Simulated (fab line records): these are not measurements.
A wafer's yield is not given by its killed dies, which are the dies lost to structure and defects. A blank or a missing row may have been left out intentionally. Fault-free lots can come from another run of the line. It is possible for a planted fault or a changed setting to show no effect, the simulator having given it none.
One fault through the eyes of 2 desks | flow sky130 | each desk holds nothing but its own numbers, with what lay behind them at the end

THE METROLOGY DESK
What the gauges read for every lot (on any tool): the sampled wafers with a number, averaged. Marked OUT: a lot whose mean sits more than 4 standard deviations from the usual mean, which makes it out of limits; the brackets give that distance.
Columns: A = CAP2M_CVD_00_THK at SKY_CAP2M_THK_MEAS_01, usual 15.44 nm; B = cd nm at SKY_METAL4_CD_MEAS_13, usual 300.0 nm
lot  | first seen here | A     | B
L129 | day 40 14:54    | 15.43 | 298.2
L131 | day 40 16:38    | 15.65 | 299.9
L132 | day 41 02:59    | 15.31 | 299.4
L133 | day 41 04:10    | 15.50 | 305.9 (+4.5) OUT
L134 | day 41 10:49    | 15.72 | 298.6
L135 | day 41 14:03    | 15.23 | 301.4
L136 | day 42 03:35    | 15.19 | 300.4
L142 | day 44 20:35    | 15.35 | 304.4
L146 | day 45 00:15    | 15.85 | 302.5
L143 | day 45 01:35    | 15.24 | 300.7
L148 | day 45 09:37    | 15.66 | 299.2
This desk finds L133 out of limits, L133 being first, at day 43 03:45 (cd nm at SKY_METAL4_CD_MEAS_13). Within limits: L129, L131, L132, L134, L135, L136, L142, L146, L143, L148.

DESK OF THE TOOL OWNER: krf scanner-01
The tool's own readings at SKY_METAL4_EXPOSE_10 (exposes mask MM4, target cd 300 nm): means of the sampled wafers that have a number, for each lot that ran on this tool. Marked OUT: a lot whose mean sits more than 4 standard deviations from the usual mean, which makes it out of limits; the brackets give that distance.
Columns: A = exposure dose mJ cm2 at SKY_METAL4_EXPOSE_10, usual 28.025
lot  | first seen here | A
L129 | day 42 01:58    | 28.016
L131 | day 42 03:37    | 28.007
L132 | day 42 15:52    | 28.009
L133 | day 42 17:20    | 27.366 (-26) OUT
L142 | day 46 03:18    | 27.485 (-22) OUT
This desk finds L133, L142 out of limits, L133 being first, at day 42 17:20 (exposure dose mJ cm2 at SKY_METAL4_EXPOSE_10). Within limits: L129, L131, L132.

ALL TOGETHER
The tool owner's desk could have raised an alarm at day 42 17:20, on L133, L142.
An alarm was possible from the metrology desk at day 43 03:45, on L133.
The metrology desk has L142 on record, within its limits.
All the named lots went through SKY_METAL4_EXPOSE_10 on krf scanner-01.

WHAT THE SIMULATOR HAD INSERTED
Process parameters drifting: krf scanner-01 at SKY_METAL4_EXPOSE_10, beginning at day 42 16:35. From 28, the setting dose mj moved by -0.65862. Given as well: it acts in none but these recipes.
Shown lots that were struck: L133, L142.
Delay (hours) between the fault's onset and each desk's first out-of-limits reading: 1 at the tool owner's desk, 11 at the metrology desk.
